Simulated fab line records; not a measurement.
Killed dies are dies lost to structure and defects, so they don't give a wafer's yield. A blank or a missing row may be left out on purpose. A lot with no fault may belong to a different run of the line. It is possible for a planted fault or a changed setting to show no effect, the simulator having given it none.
fab line records | flow sky130
record lots=6 | wafers=16 | last_day=50
route steps=708 shown METAL1@448 VIA1@458 PAD_OPEN@708
lots that met no fault: taken from a fault-free run of the same line
start_h: hours from the record's opening day to when the first of the lot's shown wafers began | wait_h: hours from the lot's prior step to this one | " repeats the value in the row above | L1.1+2: a row that stands for several wafers | - no value present, or no start provided | * or withheld: withheld | < > ~ a bound
route shown NAME@n: names a module that has steps shown in the file, with the first one's number in the route | usual: average and standard deviation across the fault-free wafers | same: alike in all rows | chamber/n: place in a boat | sites: the reading at each site | _std_site: their standard deviation | _edge_site: outer sites' mean less inner sites' | radius_mm: for every site, how far away it sits from the centre of the wafer | mask NAME#n: copy n | behind: the most recent tool/chamber to have shaped the wafer | hold: why the lot was held/for how many hours/how that ended | device: transistor that didn't switch, given as n, p or np | end of line: the tests these same wafers got at the end of their route | step lacking rows: just its recipe | killed: at the first sort, the dies lost to defects and structure; wafer yield is something else | map: a wafer's dies, marking killed ones x, the rest . and places with no die _
set.NAME: the setting as run; set.NAME@STEP: as run at that earlier step | model.NAME: the simulator's own value behind a step, which no gauge read
a table for each step, a row for each wafer; lots at some steps of the route
services: a tool's chamber out of use, with start hour (start_h, from the record's first day; less than 0 if before it), hours out, and reason
## steps
# step SKY_METAL1_DEVELOP_14
# recipe develop_time_s=60 | resist=KrF-thick | dev_temp_c=21
# step SKY_METAL1_CD_MEAS_15
# recipe target_cd_nm=140
# usual cd_nm=140.1/1.1
lot.wafer | tool      | chamber | start_h | wait_h | cd_nm
L551.1    | cd_sem-01 | -       | 775.94  | -      | 139.3
L551.5    | "         | -       | "       | "      | 138.3
L551.6    | "         | -       | "       | "      | 139.7
L553.1    | cd_sem-02 | -       | 800.64  | -      | 140.2
L553.2    | "         | -       | "       | "      | 140.4
L553.6    | "         | -       | "       | "      | 141.1
L559.2    | cd_sem-01 | -       | 837.88  | -      | 142.9
L559.4    | "         | -       | "       | "      | 142.4
L559.5    | "         | -       | "       | "      | 141.4
L561.5    | cd_sem-01 | -       | 858.29  | -      | 140.2
L567.2    | cd_sem-02 | -       | 904.06  | -      | 139.6
L567.4    | "         | -       | "       | "      | 141.1
L567.6    | "         | -       | "       | "      | 140.7
L571.1    | cd_sem-01 | -       | 926.24  | -      | 141.8
L571.2    | "         | -       | "       | "      | 141.5
L571.6    | "         | -       | "       | "      | 142.0
# step SKY_METAL1_OVL_MEAS_16
# usual METAL1_OVL=-1/4.2
lot.wafer | tool       | chamber | start_h | wait_h | METAL1_OVL[nm]
L551.1    | overlay-02 | -       | 776.06  | 0.1    | 4
L551.5    | "          | -       | "       | "      | 6
L551.6    | "          | -       | "       | "      | 9
L553.1    | overlay-01 | -       | 800.76  | 0.1    | -4
L553.2    | "          | -       | "       | "      | 5
L553.6    | "          | -       | "       | "      | 3
L559.2    | overlay-01 | -       | 837.99  | 0.1    | 1
L559.4    | "          | -       | "       | "      | -1
L559.5    | "          | -       | "       | "      | 4
L561.5    | overlay-02 | -       | 858.35  | 0.0    | 1
L567.2    | overlay-02 | -       | 904.17  | 0.1    | -11
L567.4    | "          | -       | "       | "      | -11
L567.6    | "          | -       | "       | "      | -12
L571.1    | overlay-01 | -       | 926.36  | 0.1    | -4
L571.2    | "          | -       | "       | "      | -9
L571.6    | "          | -       | "       | "      | -7
# step SKY_METAL1_DESCUM_17
# recipe chemistry=O2 | source_power_w=150 | bias_power_w=0 | pressure_mtorr=10 | temp_c=40 | time_s=8
# usual drypump_motor_current_A=5.6/0.4 | oes_product_au=1.000/0.013
lot.wafer | tool         | chamber | start_h | wait_h | drypump_motor_current_A | oes_product_au | rf_hours_counter_h
L551.1    | rie_metal-03 | 0       | 776.09  | 0.0    | 5.6                     | 1.017          | 12
L551.5    | "            | 1       | "       | "      | 4.7                     | 0.993          | -
L551.6    | "            | 0       | "       | "      | 5.6                     | 1.016          | -
L553.1    | rie_metal-01 | 1       | 800.80  | 0.0    | 5.3                     | 0.986          | 5
L553.2    | "            | 0       | "       | "      | 6.0                     | 0.987          | 6
L553.6    | "            | 1       | "       | "      | 5.3                     | 0.988          | -
L559.2    | rie_metal-01 | 0       | 838.02  | 0.0    | 5.9                     | 0.996          | 8
L559.4    | "            | 1       | "       | "      | 5.3                     | 0.984          | -
L559.5    | "            | 1       | "       | "      | 5.4                     | 0.987          | -
L561.5    | rie_metal-01 | 1       | 858.39  | 0.0    | 5.3                     | 0.973          | -
L567.2    | rie_metal-03 | 0       | 904.20  | 0.0    | 5.6                     | 1.008          | 0
L567.4    | "            | 0       | "       | "      | 5.6                     | 1.011          | -
L567.6    | "            | 0       | "       | "      | 5.6                     | 0.988          | -
L571.1    | rie_metal-01 | 0       | 926.39  | 0.0    | 5.9                     | 0.988          | 11
L571.2    | "            | 1       | "       | "      | 5.2                     | 0.975          | 9
L571.6    | "            | 0       | "       | "      | 5.9                     | 0.986          | -
# step SKY_METAL1_ETCH_18
# recipe chemistry=N2/H2 | target=BARC | ion_energy_ev=200 | bias_w=100 | pressure_mtorr=30 | n2_flow_sccm=100 | h2_flow_sccm=200 | icp_w=500 | stop_on=SiO2 | time_s=45.9 | target_depth_a=600
# usual drypump_motor_current_A=5.6/0.4 | oes_product_au=0.855/0.0049 | throttle_valve_pct=13.224/0.0085
lot.wafer | tool         | chamber | start_h | wait_h | drypump_motor_current_A | oes_product_au | rf_hours_counter_h | throttle_valve_pct
L551.1    | rie_metal-03 | 0       | 776.12  | 0.0    | 5.6                     | 0.862          | 12                 | 13.208
L551.5    | "            | 1       | "       | "      | 4.7                     | 0.859          | -                  | 13.225
L551.6    | "            | 0       | "       | "      | 5.6                     | 0.856          | -                  | 13.233
L553.1    | rie_metal-01 | 1       | 800.83  | 0.0    | 5.3                     | 0.864          | 5                  | 13.226
L553.2    | "            | 0       | "       | "      | 5.9                     | 0.851          | 6                  | 13.212
L553.6    | "            | 1       | "       | "      | 5.3                     | 0.854          | -                  | 13.231
L559.2    | rie_metal-01 | 0       | 838.05  | 0.0    | 5.9                     | 0.856          | 8                  | 13.227
L559.4    | "            | 1       | "       | "      | 5.3                     | 0.869          | -                  | 13.231
L559.5    | "            | 1       | "       | "      | 5.3                     | 0.860          | -                  | 13.228
L561.5    | rie_metal-01 | 1       | 858.44  | 0.0    | 5.3                     | 0.851          | -                  | 13.235
L567.2    | rie_metal-03 | 0       | 904.23  | 0.0    | 5.6                     | 0.852          | 0                  | 13.241
L567.4    | "            | 0       | "       | "      | 5.6                     | 0.855          | -                  | 13.239
L567.6    | "            | 0       | "       | "      | 5.6                     | 0.851          | -                  | 13.232
L571.1    | rie_metal-01 | 0       | 926.42  | 0.0    | 5.9                     | 0.848          | 11                 | 13.224
L571.2    | "            | 1       | "       | "      | 5.3                     | 0.856          | 9                  | 13.236
L571.6    | "            | 0       | "       | "      | 6.0                     | 0.862          | -                  | 13.223
# step SKY_METAL1_METAL_ETCH_19
# recipe target_depth_a=3600 | stop_on=SiO2 | over_etch_frac=0.3 | time_s=78 | chemistry=Cl2/BCl3 | resist_sidewall_deg=88 | pressure_mtorr=10 | icp_w=900 | bias_w=48.5 | Cl2_flow_sccm=60 | bcl3_flow_sccm=30
# usual drypump_motor_current_A=5.6/0.4 | oes_product_au=0.856/0.0066 | throttle_valve_pct=22.263/0.0095
lot.wafer | tool         | chamber | start_h | wait_h | drypump_motor_current_A | oes_product_au | rf_hours_counter_h | throttle_valve_pct
L551.1    | rie_metal-03 | 0       | 776.19  | 0.0    | 5.6                     | 0.864          | 12                 | 22.252
L551.5    | "            | 1       | "       | "      | 4.7                     | 0.858          | -                  | 22.260
L551.6    | "            | 0       | "       | "      | 5.6                     | 0.861          | -                  | 22.248
L553.1    | rie_metal-01 | 1       | 800.89  | 0.0    | 5.3                     | 0.857          | 5                  | 22.269
L553.2    | "            | 0       | "       | "      | 5.9                     | 0.863          | 6                  | 22.240
L553.6    | "            | 1       | "       | "      | 5.2                     | 0.850          | -                  | 22.258
L559.2    | rie_metal-01 | 0       | 838.11  | 0.0    | 5.9                     | 0.854          | 8                  | 22.273
L559.4    | "            | 1       | "       | "      | 5.3                     | 0.856          | -                  | 22.253
L559.5    | "            | 1       | "       | "      | 5.3                     | 0.845          | -                  | 22.272
L561.5    | rie_metal-01 | 1       | 858.52  | 0.1    | 5.3                     | 0.860          | -                  | 22.260
L567.2    | rie_metal-03 | 0       | 904.29  | 0.0    | 5.6                     | 0.837          | 0                  | 22.266
L567.4    | "            | 0       | "       | "      | 5.7                     | 0.845          | -                  | 22.286
L567.6    | "            | 0       | "       | "      | 5.6                     | 0.855          | -                  | 22.247
L571.1    | rie_metal-01 | 0       | 926.49  | 0.0    | 5.9                     | 0.860          | 11                 | 22.258
L571.2    | "            | 1       | "       | "      | 5.3                     | 0.850          | 10                 | 22.257
L571.6    | "            | 0       | "       | "      | 6.0                     | 0.852          | -                  | 22.249
# step SKY_METAL1_STRIP_20
# recipe chemistry=O2/N2 | power_w=1400 | pressure_mtorr=1500 | platen_temp_c=withheld | o2_flow_sccm=3000 | n2_flow_sccm=300 | overash_fraction=0.5
# usual drypump_motor_current_A=5.8/0.37 | oes_product_au=0.343/0.0059 | strip_time_to_endpoint_s=2.70/0.061
# same overash_fraction=0.5
lot.wafer | tool            | chamber | start_h | wait_h | drypump_motor_current_A | oes_product_au | rf_hours_counter_h | strip_time_to_endpoint_s
L551.1    | plasma_asher-04 | 0       | 776.28  | 0.1    | 6.0                     | 0.345          | 35                 | 2.61
L551.5    | "               | 1       | "       | "      | 5.4                     | 0.346          | -                  | 2.71
L551.6    | "               | 0       | "       | "      | 6.0                     | 0.335          | -                  | 2.62
L553.1    | plasma_asher-04 | 1       | 801.00  | 0.1    | 5.3                     | 0.340          | 38                 | 2.77
L553.2    | "               | 0       | "       | "      | 6.0                     | 0.348          | 38                 | 2.74
L553.6    | "               | 1       | "       | "      | 5.4                     | 0.341          | -                  | 2.79
L559.2    | plasma_asher-03 | 0       | 838.20  | 0.1    | 6.1                     | 0.343          | 68                 | 2.73
L559.4    | "               | 1       | "       | "      | 5.4                     | 0.355          | -                  | 2.78
L559.5    | "               | 1       | "       | "      | 5.3                     | 0.351          | -                  | 2.77
L561.5    | plasma_asher-03 | 1       | 858.62  | 0.1    | 5.3                     | 0.345          | -                  | 2.78
L567.2    | plasma_asher-03 | 1       | 904.38  | 0.1    | 5.4                     | 0.341          | 75                 | 2.68
L567.4    | "               | 1       | "       | "      | 5.3                     | 0.348          | -                  | 2.67
L567.6    | "               | 0       | "       | "      | 6.3                     | 0.344          | -                  | 2.68
L571.1    | plasma_asher-03 | 0       | 926.58  | 0.1    | 6.2                     | 0.344          | 77                 | 2.72
L571.2    | "               | 1       | "       | "      | 5.4                     | 0.350          | 77                 | 2.82
L571.6    | "               | 1       | "       | "      | 5.3                     | 0.353          | -                  | 2.72
# step SKY_METAL1_STRIP_21
# recipe chemistry=post_etch_residue_remover | time_s=1200 | temp_c=72.5
# step SKY_METAL1_CLEAN_22
# recipe chemistry=IPA | time_s=180 | temp_c=25
# step SKY_METAL1_CLEAN_23
# recipe chemistry=O3/DIW | dry=n2_spin
# step SKY_VIA1_HDPCVD_00
# recipe material=SiO2 | target_thk_nm=1030 | sigma_open_frac=0.3 | time_s=171.7 | temp_c=400 | sih4_flow_sccm=60 | pressure_mtorr=6
# step SKY_VIA1_THK_MEAS_01
# recipe reads=SiO2_of_VIA1_HDPCVD_00
# usual VIA1_HDPCVD_THK=1035/13
lot.wafer | tool          | chamber | start_h | wait_h | VIA1_HDPCVD_THK[nm]
L551.1    | film_metro-01 | -       | 777.00  | 0.1    | 1030
L551.5    | "             | -       | "       | "      | 1015
L551.6    | "             | -       | "       | "      | 1032
L553.1    | film_metro-03 | -       | 801.76  | 0.1    | 1046
L553.2    | "             | -       | "       | "      | 1047
L553.6    | "             | -       | "       | "      | 1039
L559.2    | film_metro-02 | -       | 838.92  | 0.1    | 1054
L559.4    | "             | -       | "       | "      | 1037
L559.5    | "             | -       | "       | "      | 1024
L561.5    | film_metro-03 | -       | 859.29  | 0.0    | 1029
L567.2    | film_metro-02 | -       | 905.10  | 0.1    | 1050
L567.4    | "             | -       | "       | "      | 1018
L567.6    | "             | -       | "       | "      | 1036
L571.1    | film_metro-01 | -       | 927.33  | 0.1    | 1013
L571.2    | "             | -       | "       | "      | 1035
L571.6    | "             | -       | "       | "      | 1017
# step SKY_VIA1_CMP_02
# recipe material=SiO2 | down_force_psi=4 | platen_rpm=60 | pad_velocity_m_s=0.94248
# usual edge_zone_pressure_frac=1.000/0.0045 | motor_current_A=12.4/1.6 | platen_rpm=60.00/0.037 | slurry_flow_ml_min=150.0/0.48
lot.wafer | tool   | chamber | start_h | wait_h | edge_zone_pressure_frac | motor_current_A | platen_rpm | slurry_flow_ml_min
L551.1    | cmp-01 | 3       | 777.21  | 0.2    | 0.993                   | 14.4            | 60.07      | 150.2
L551.5    | "      | 0       | "       | "      | 0.996                   | 13.3            | 59.95      | 149.8
L551.6    | "      | 1       | "       | "      | 0.997                   | 13.4            | 60.00      | 149.5
L553.2    | cmp-01 | 3       | 801.87  | 0.1    | 0.992                   | 15.4            | 59.93      | 150.1
L553.1    | "      | 1       | "       | "      | 0.999                   | 13.5            | 60.01      | 150.4
L553.6    | "      | 2       | "       | "      | 0.997                   | 12.1            | 59.97      | 151.2
L559.2    | cmp-01 | 1       | 839.08  | 0.1    | 1.000                   | 13.3            | 54.04      | 149.4
L559.4    | "      | 2       | "       | "      | 1.000                   | 12.1            | 59.95      | 148.9
L559.5    | "      | 0       | "       | "      | 1.004                   | 12.2            | 60.05      | 149.9
L561.5    | cmp-01 | 1       | 859.51  | 0.2    | 1.001                   | 13.3            | 53.99      | 150.0
L567.2    | cmp-02 | 0       | 905.20  | 0.1    | 0.997                   | 13.6            | 59.98      | 149.7
L567.4    | "      | 2       | "       | "      | 1.007                   | 10.2            | 60.03      | 150.1
L567.6    | "      | 3       | "       | "      | 1.009                   | 10.6            | 60.05      | 149.7
L571.1    | cmp-01 | 0       | 927.44  | 0.1    | 1.000                   | 13.0            | 60.01      | 149.9
L571.2    | "      | 1       | "       | "      | 1.007                   | 13.3            | 60.05      | 149.5
L571.6    | "      | 0       | "       | "      | 1.003                   | 13.5            | 60.04      | 149.8
# step SKY_VIA1_BOW_MEAS_03
# recipe mode=bow
# usual VIA1_BOW=81/6.3
lot.wafer | tool          | chamber | start_h | wait_h | VIA1_BOW[um]
L551.1    | film_metro-01 | -       | 777.36  | 0.1    | 82
L551.5    | "             | -       | "       | "      | 80
L551.6    | "             | -       | "       | "      | 85
L553.1    | film_metro-02 | -       | 802.12  | 0.1    | 86
L553.2    | "             | -       | "       | "      | 76
L553.6    | "             | -       | "       | "      | 77
L559.2    | film_metro-03 | -       | 839.35  | 0.2    | 86
L559.4    | "             | -       | "       | "      | 79
L559.5    | "             | -       | "       | "      | 82
L561.5    | film_metro-03 | -       | 859.69  | 0.1    | 77
L567.2    | film_metro-01 | -       | 905.47  | 0.2    | 74
L567.4    | "             | -       | "       | "      | 77
L567.6    | "             | -       | "       | "      | 82
L571.1    | film_metro-01 | -       | 927.69  | 0.2    | 78
L571.2    | "             | -       | "       | "      | 83
L571.6    | "             | -       | "       | "      | 88
# step SKY_PAD_OPEN_PROBE_99
# usual killed_at_M0_to_M3=44/6.3 | killed_at_M4_up=2.8/1.7 | killed_at_contacts=25/5.8 | killed_at_front_end=14/4.4 | killed_at_other=0.3/0.49 | killed_dies=86/8.7 | killed_on_rim=17/4.3 | killed_open=48/5.8 | killed_short=38/6
# same gross_dies=492 | killed_at_back_side=0
lot.wafer | tool      | chamber | start_h | wait_h | killed_at_M0_to_M3 | killed_at_M4_up | killed_at_contacts | killed_at_front_end | killed_at_other | killed_dies | killed_on_rim | killed_open | killed_short
L551.1    | prober-01 | -       | 1084.84 | 0.1    | 44                 | 3               | 20                 | 10                  | 1               | 78          | 14            | 43          | 35
L551.5    | prober-01 | -       | 1085.04 | 0.2    | 47                 | 2               | 20                 | 11                  | 0               | 80          | 17            | 53          | 27
L551.6    | prober-01 | -       | 1085.09 | 0.2    | 38                 | 1               | 30                 | 16                  | 0               | 85          | 17            | 42          | 43
L553.1    | prober-02 | -       | 1102.50 | 0.1    | 39                 | 1               | 17                 | 13                  | 0               | 70          | 13            | 45          | 25
L553.2    | prober-02 | -       | 1102.55 | 0.1    | 51                 | 2               | 13                 | 15                  | 0               | 81          | 15            | 46          | 35
L553.6    | prober-02 | -       | 1102.75 | 0.2    | 39                 | 2               | 23                 | 15                  | 0               | 79          | 6             | 47          | 32
L559.2    | prober-02 | -       | 1132.11 | 0.1    | 45                 | 1               | 32                 | 11                  | 1               | 90          | 21            | 52          | 38
L559.4    | prober-02 | -       | 1132.21 | 0.2    | 33                 | 4               | 21                 | 29                  | 1               | 88          | 15            | 43          | 45
L559.5    | prober-02 | -       | 1132.26 | 0.2    | 49                 | 1               | 27                 | 9                   | 0               | 86          | 12            | 47          | 39
L561.5    | prober-02 | -       | 1146.96 | 0.2    | 28                 | 5               | 24                 | 10                  | 1               | 68          | 13            | 32          | 36
L567.2    | prober-01 | -       | 1181.43 | 0.1    | 55                 | 3               | 32                 | 20                  | 0               | 110         | 26            | 65          | 45
L567.4    | prober-01 | -       | 1181.53 | 0.2    | 47                 | 3               | 27                 | 13                  | 0               | 90          | 21            | 54          | 36
L567.6    | prober-01 | -       | 1181.63 | 0.2    | 54                 | 4               | 27                 | 10                  | 0               | 95          | 17            | 58          | 37
L571.1    | prober-01 | -       | 1195.15 | 0.1    | 54                 | 3               | 23                 | 15                  | 1               | 96          | 19            | 48          | 48
L571.2    | prober-01 | -       | 1195.20 | 0.1    | 41                 | 1               | 19                 | 16                  | 0               | 77          | 15            | 53          | 24
L571.6    | prober-01 | -       | 1195.40 | 0.2    | 41                 | 6               | 18                 | 11                  | 0               | 76          | 14            | 40          | 36
# killed by level:class
L551.1 VIA1:geometric_particle:open=9 CONTACT:geometric_particle:open=8 VIA2:geometric_particle:open=7 VIA3:geometric_particle:open=6 VIA2:geometric_particle:short=6 CONTACT:geometric_particle:short=5 VIA1:geometric_particle:short=5 FIELD_ISO:geometric_particle:open=4
L551.5 VIA1:geometric_particle:open=13 VIA2:geometric_particle:open=11 LI_CONTACT:geometric_particle:open=9 CONTACT:geometric_particle:open=5 METAL2:geometric_particle:short=5 VIA3:geometric_particle:open=5 POLY_CUT:geometric_particle:open=3 LOCAL_INTERCONNECT:geometric_particle:short=3
L551.6 CONTACT:geometric_particle:open=10 VIA1:geometric_particle:open=9 LOCAL_INTERCONNECT:geometric_particle:short=6 METAL1:geometric_particle:short=6 LI_CONTACT:geometric_particle:short=5 VIA2:geometric_particle:open=5 METAL3:geometric_particle:short=5 FIELD_ISO:geometric_particle:open=4
L553.1 VIA1:geometric_particle:open=9 FIELD_ISO:geometric_particle:open=8 VIA3:geometric_particle:open=7 CONTACT:geometric_particle:open=5 VIA2:geometric_particle:open=5 LI_CONTACT:geometric_particle:short=4 CONTACT:geometric_particle:short=4 METAL1:geometric_particle:short=4
L553.2 VIA1:geometric_particle:open=11 VIA3:geometric_particle:open=9 METAL2:geometric_particle:short=8 VIA2:geometric_particle:open=6 CONTACT:geometric_particle:open=6 FIELD_ISO:geometric_particle:open=5 VIA1:geometric_particle:short=5 METAL1:geometric_particle:short=4
L553.6 CONTACT:geometric_particle:open=9 VIA1:geometric_particle:open=9 METAL2:geometric_particle:short=9 LI_CONTACT:geometric_particle:open=8 FIELD_ISO:geometric_particle:open=7 VIA1:geometric_particle:short=4 FIELD_ISO:geometric_particle:short=3 VIA3:geometric_particle:short=3
L559.2 VIA1:geometric_particle:open=13 LI_CONTACT:geometric_particle:open=11 CONTACT:geometric_particle:open=11 METAL1:geometric_particle:short=9 METAL2:geometric_particle:short=5 VIA2:geometric_particle:open=5 FIELD_ISO:geometric_particle:short=4 LOCAL_INTERCONNECT:geometric_particle:short=4
L559.4 VIA1:geometric_particle:open=10 FIELD_ISO:geometric_particle:open=7 CONTACT:geometric_particle:open=7 POLY_GATE:geometric_particle:short=7 CONTACT:geometric_particle:short=6 VIA1:geometric_particle:short=6 FIELD_ISO:geometric_particle:short=5 POLY_GATE:geometric_particle:open=4
L559.5 CONTACT:geometric_particle:open=11 VIA2:geometric_particle:open=9 METAL2:geometric_particle:short=9 VIA1:geometric_particle:open=8 LI_CONTACT:geometric_particle:open=7 FIELD_ISO:geometric_particle:short=5 METAL3:geometric_particle:short=5 VIA1:geometric_particle:short=5
L561.5 VIA1:geometric_particle:open=8 CONTACT:geometric_particle:short=7 CONTACT:geometric_particle:open=7 LI_CONTACT:geometric_particle:open=6 VIA1:geometric_particle:short=4 METAL4:geometric_particle:short=4 FIELD_ISO:geometric_particle:short=3 METAL2:geometric_particle:short=3
L567.2 VIA1:geometric_particle:open=13 CONTACT:geometric_particle:open=10 VIA2:geometric_particle:open=10 METAL2:geometric_particle:short=9 FIELD_ISO:geometric_particle:open=8 LI_CONTACT:geometric_particle:open=8 CONTACT:geometric_particle:short=7 METAL1:geometric_particle:short=6
L567.4 CONTACT:geometric_particle:open=11 VIA2:geometric_particle:open=9 VIA3:geometric_particle:open=8 VIA1:geometric_particle:open=8 VIA3:geometric_particle:short=8 METAL2:geometric_particle:short=7 LI_CONTACT:geometric_particle:open=6 POLY_GATE:geometric_particle:open=5
L567.6 VIA2:geometric_particle:open=12 VIA1:geometric_particle:open=10 VIA3:geometric_particle:open=10 LI_CONTACT:geometric_particle:open=8 CONTACT:geometric_particle:open=7 METAL3:geometric_particle:short=6 CONTACT:geometric_particle:short=6 LOCAL_INTERCONNECT:geometric_particle:short=5
L571.1 METAL1:geometric_particle:short=12 VIA1:geometric_particle:open=9 VIA1:geometric_particle:short=8 VIA2:geometric_particle:open=7 POLY_GATE:geometric_particle:open=6 LI_CONTACT:geometric_particle:open=6 CONTACT:geometric_particle:open=6 VIA3:geometric_particle:open=6
L571.2 VIA3:geometric_particle:open=12 CONTACT:geometric_particle:open=11 VIA1:geometric_particle:open=11 METAL1:geometric_particle:short=5 POLY_GATE:geometric_particle:open=4 VIA2:geometric_particle:open=4 SPACER:geometric_particle:open=3 LI_CONTACT:geometric_particle:open=3
L571.6 CONTACT:geometric_particle:open=9 VIA1:geometric_particle:open=8 VIA1:geometric_particle:short=6 METAL4:geometric_particle:short=6 VIA2:geometric_particle:short=5 VIA2:geometric_particle:open=4 LI_CONTACT:geometric_particle:open=4 METAL2:geometric_particle:short=4
## services
tool            | chamber | start_h | hours | kind
cmp-02          | -       | 756.15  | 2.8   | repair
cmp-01          | -       | 787.13  | 6.0   | repair
plasma_asher-03 | -       | 790.02  | 0.8   | repair
rie_metal-03    | -       | 800.02  | 28.1  | pm
cmp-02          | -       | 809.96  | 1.1   | repair
cmp-02          | -       | 834.17  | 0.7   | repair
plasma_asher-04 | -       | 837.98  | 1.5   | repair
rie_metal-01    | -       | 864.23  | 1.4   | pm
cmp-02          | -       | 864.27  | 1.7   | repair
cmp-01          | -       | 874.33  | 4.6   | pm
rie_metal-03    | 0       | 883.55  | -     | clean
rie_metal-03    | 0       | 883.55  | 19.7  | scheduled_down
rie_metal-03    | 0       | 883.55  | 19.7  | vent_cycle
cmp-02          | -       | 898.17  | 2.1   | repair
cmp-01          | -       | 912.28  | 4.0   | pm
cmp-01          | -       | 916.28  | -     | consumable_replace:conditioner
cmp-01          | -       | 916.28  | -     | consumable_replace:pad
cmp-01          | -       | 917.64  | 2.4   | repair
cmp-01          | -       | 920.45  | 1.3   | repair
## key
first_sign step=SKY_VIA1_CMP_02 | reading=platen_rpm | direction=down | sigmas=99+ | usual=60.00 | struck=54.02
effect none on later readings
met_at SKY_VIA1_CMP_02
struck_wafers L559.2,L561.5
tester_left_out L561
onset_between 801.87 839.08
earlier_fault kind=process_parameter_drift | tool=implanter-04 | chamber=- | onset_h=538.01 | steps=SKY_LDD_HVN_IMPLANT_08 | channel=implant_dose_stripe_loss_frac | offset=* | shape=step | end_h=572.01
fault kind=process_parameter_drift | tool=cmp-01 | chamber=1 | onset_h=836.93 | steps=SKY_VIA1_CMP_02 | channel=platen_rpm | offset=-6 | shape=step | end_h=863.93 | acts_in=these_recipes_only | stated=60
# tester_left_out: of these lots the tester's yield and bins aren't shown, on N5 and GAA mostly nor the transistor test; their killed dies are dies lost to structure and defects alone, not to doping, threshold or leakage, so they don't give the yield
